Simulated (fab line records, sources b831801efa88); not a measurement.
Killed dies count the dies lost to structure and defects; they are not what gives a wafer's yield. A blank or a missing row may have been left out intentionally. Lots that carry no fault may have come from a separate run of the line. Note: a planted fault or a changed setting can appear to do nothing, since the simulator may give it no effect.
Which tool was responsible?    flow sky130    72 wafers sampled from 24 lots at 1 step of a route of 708

WHAT THE GAUGES READ, wafer by wafer
SKY_VT_ADJUST_HVTR_OVL_MEAS_08.
lot   measured      on          VT_ADJUST_HVTR_OVL (nm)
L074  day 9 21:14   overlay-01  1.9 -0.6 -0.1
L075  day 9 23:27   overlay-02  0.8 1.8 2.3
L076  day 10 01:36  overlay-02  0.5 -0.1 2.3
L077  day 10 09:50  overlay-02  3.4 5.2 2.6
L078  day 10 23:54  overlay-02  4.5 3.9 3.7
L079  day 11 02:58  overlay-01  2.1 3.7 2.7
L080  day 11 09:24  overlay-02  2.5 2.5 0.0
L081  day 11 16:55  overlay-01  -1.0 -2.1 0.4
L082  day 11 22:07  overlay-01  1.5 0.7 -0.3
L083  day 12 05:59  overlay-02  1.5 2.8 1.7
L084  day 12 11:18  overlay-02  -1.7 0.1 -0.2
L085  day 12 20:49  overlay-02  2.2 0.2 2.2
L086  day 13 07:02  overlay-01  0.1 0.0 -1.5
L087  day 13 16:04  overlay-02  2.3 1.1 1.3
L088  day 13 20:36  overlay-01  0.1 -0.3 1.0
L089  day 14 04:52  overlay-01  0.9 1.1 1.4
L090  day 14 08:37  overlay-02  2.5 2.8 2.3
L091  day 14 19:16  overlay-02  -1.0 0.5 -0.2
L092  day 15 01:38  overlay-02  -0.1 -0.3 -0.9
L093  day 15 05:43  overlay-01  2.0 1.6 1.7
L094  day 15 13:23  overlay-02  2.5 2.0 3.0
L095  day 15 22:59  overlay-01  2.0 0.4 0.0
L096  day 16 22:01  overlay-02  2.2 1.7 2.0
L097  day 16 23:19  overlay-02  0.0 0.9 -0.2

WHICH TOOL RAN EACH LOT (tool, then ch and the chambers of the sampled wafers, then the start)
The record holds no process step before these readings.

WHAT THE TOOLS THEMSELVES READ (means of the sampled wafers that have a number; where no wafer has one, the mark that the record gives instead)
The record holds no such reading with a usual standard deviation.

THE ANSWER, worked out from the rows above alone
Rule: usual is defined by the lots themselves. The widest of any qualifying gaps counts: lots, ordered by their means at a reading, are off when they make up no more than a third of the lots, leave a main group of 4 or more, and stand apart from it by 3 or more times the standard deviation of that group's means. If all means in a main group match to the digits the tables above print for the reading, that group is not used. A lot without any number at a reading at which 4 lots or more have one is off too. The other lots that the step has rows for count as sound. Order of review: gauges by route order, followed by the tools' own readings, for which a lot's mean as printed above is used. The first step at which some lot is off is used, and at that step the reading that is off furthest; a lot without a number counts as furthest.
None of the lots is off at any reading shown; this tells nothing.

WHAT HAD BEEN PUT IN BY THE SIMULATOR
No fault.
